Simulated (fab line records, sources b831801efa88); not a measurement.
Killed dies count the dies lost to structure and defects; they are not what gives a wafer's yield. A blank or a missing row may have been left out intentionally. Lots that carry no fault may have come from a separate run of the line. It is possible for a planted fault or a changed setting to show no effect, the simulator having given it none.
Check for tools in common :: flow gf180mcu :: 12 lots, 36 wafers sampled

THE REASON FOR OPENING IT
At GF_V2_CD_MEAS_14 the reading cdNm is flagged on 2 of 12 lots. Fault-free wafers read 260.5 nm, with a standard deviation of 1.2.
Rule: flag the lot when none of its wafers has a number, or when each of its wafers that has one lies beyond 4 standard deviations from that mean. All remaining lots are regarded as sound.

lot: L163
measured: day 19 20:49
on: cdSem-02
cdNm (nm), wafer by wafer: 260.0 259.9 260.1
flag: 

lot: L164
measured: day 20 09:02
on: cdSem-02
cdNm (nm), wafer by wafer: 259.7 258.4 259.7
flag: 

lot: L165
measured: day 20 21:11
on: cdSem-02
cdNm (nm), wafer by wafer: 258.2 258.0 259.1
flag: 

lot: L168
measured: day 22 08:38
on: cdSem-02
cdNm (nm), wafer by wafer: 262.1 260.8 260.6
flag: 

lot: L172
measured: day 23 13:51
on: cdSem-01
cdNm (nm), wafer by wafer: 266.1 266.6 266.7
flag: FLAGGED

lot: L174
measured: day 24 12:35
on: cdSem-02
cdNm (nm), wafer by wafer: 266.6 265.8 265.4
flag: FLAGGED

lot: L179
measured: day 26 00:22
on: cdSem-02
cdNm (nm), wafer by wafer: 260.9 259.7 261.0
flag: 

lot: L181
measured: day 26 23:17
on: cdSem-01
cdNm (nm), wafer by wafer: 260.8 260.4 260.2
flag: 

lot: L182
measured: day 27 01:16
on: cdSem-01
cdNm (nm), wafer by wafer: 259.4 258.3 259.8
flag: 

lot: L183
measured: day 27 02:49
on: cdSem-01
cdNm (nm), wafer by wafer: 261.0 261.0 261.1
flag: 

lot: L184
measured: day 27 12:11
on: cdSem-02
cdNm (nm), wafer by wafer: 260.3 259.8 259.0
flag: 

lot: L186
measured: day 28 02:29
on: cdSem-02
cdNm (nm), wafer by wafer: 262.3 262.3 261.7
flag: 
On average the flagged lots' numbers are 266.2 nm, which is +5.7 nm against the usual, or +5 standard deviations.

LOT BY LOT: THE TOOL USED
The record keeps 1 process step preceding the reading, out of 602 steps on the route. Read each cell as the tool, then ch plus the chambers that the sampled wafers visited, then the start.
lot: L163
flag: 
GF_V2_COAT_09: lithoTrack-04 ch 0, day 19 08:00

lot: L164
flag: 
GF_V2_COAT_09: lithoTrack-04 ch 0, day 19 20:00

lot: L165
flag: 
GF_V2_COAT_09: lithoTrack-02 ch 0, day 20 08:00

lot: L168
flag: 
GF_V2_COAT_09: lithoTrack-02 ch 0, day 21 20:00

lot: L172
flag: FLAGGED
GF_V2_COAT_09: lithoTrack-01 ch 0, day 23 02:00

lot: L174
flag: FLAGGED
GF_V2_COAT_09: lithoTrack-01 ch 0, day 24 01:00

lot: L179
flag: 
GF_V2_COAT_09: lithoTrack-04 ch 0, day 25 12:00

lot: L181
flag: 
GF_V2_COAT_09: lithoTrack-04 ch 0, day 26 12:00

lot: L182
flag: 
GF_V2_COAT_09: lithoTrack-01 ch 0, day 26 14:00

lot: L183
flag: 
GF_V2_COAT_09: lithoTrack-04 ch 0, day 26 16:00

lot: L184
flag: 
GF_V2_COAT_09: lithoTrack-02 ch 0, day 27 02:00

lot: L186
flag: 
GF_V2_COAT_09: lithoTrack-04 ch 0, day 27 16:00
What these steps do:
- GF_V2_COAT_09: resist thk 1000 nm.
- GF_V2_CD_MEAS_14: target cd 260 nm.

FLAGGED OVER TOTAL, TOOL BY TOOL (the gauges that took the reading come last)
step: GF_V2_COAT_09
tool: lithoTrack-01
lots run: 3
flagged: 2
share of the flagged lots: all
sound lots run after its first flagged lot: 1 (L182)

step: GF_V2_COAT_09
tool: lithoTrack-02
lots run: 3
flagged: 0
share of the flagged lots: none
sound lots run after its first flagged lot: -

step: GF_V2_COAT_09
tool: lithoTrack-04
lots run: 6
flagged: 0
share of the flagged lots: none
sound lots run after its first flagged lot: -

step: GF_V2_CD_MEAS_14
tool: cdSem-01
lots run: 4
flagged: 1
share of the flagged lots: some
sound lots run after its first flagged lot: 3 (L181,L182,L183)

step: GF_V2_CD_MEAS_14
tool: cdSem-02
lots run: 8
flagged: 1
share of the flagged lots: some
sound lots run after its first flagged lot: 3 (L179,L184,L186)

WHAT IS ALLOWED BY THE TABLE
Rows of the table that ran each flagged lot: 1, that is lithoTrack-01 at GF_V2_COAT_09.
- lithoTrack-01 at GF_V2_COAT_09: 2 of its 3 lots flagged. Lots that were sound ran on it after the first flagged one (L182); a persistent fault on the entire tool would not allow that.
None of the table's rows ran every flagged lot and, after the first, no sound lot.

WHAT THE SIMULATOR PUT IN
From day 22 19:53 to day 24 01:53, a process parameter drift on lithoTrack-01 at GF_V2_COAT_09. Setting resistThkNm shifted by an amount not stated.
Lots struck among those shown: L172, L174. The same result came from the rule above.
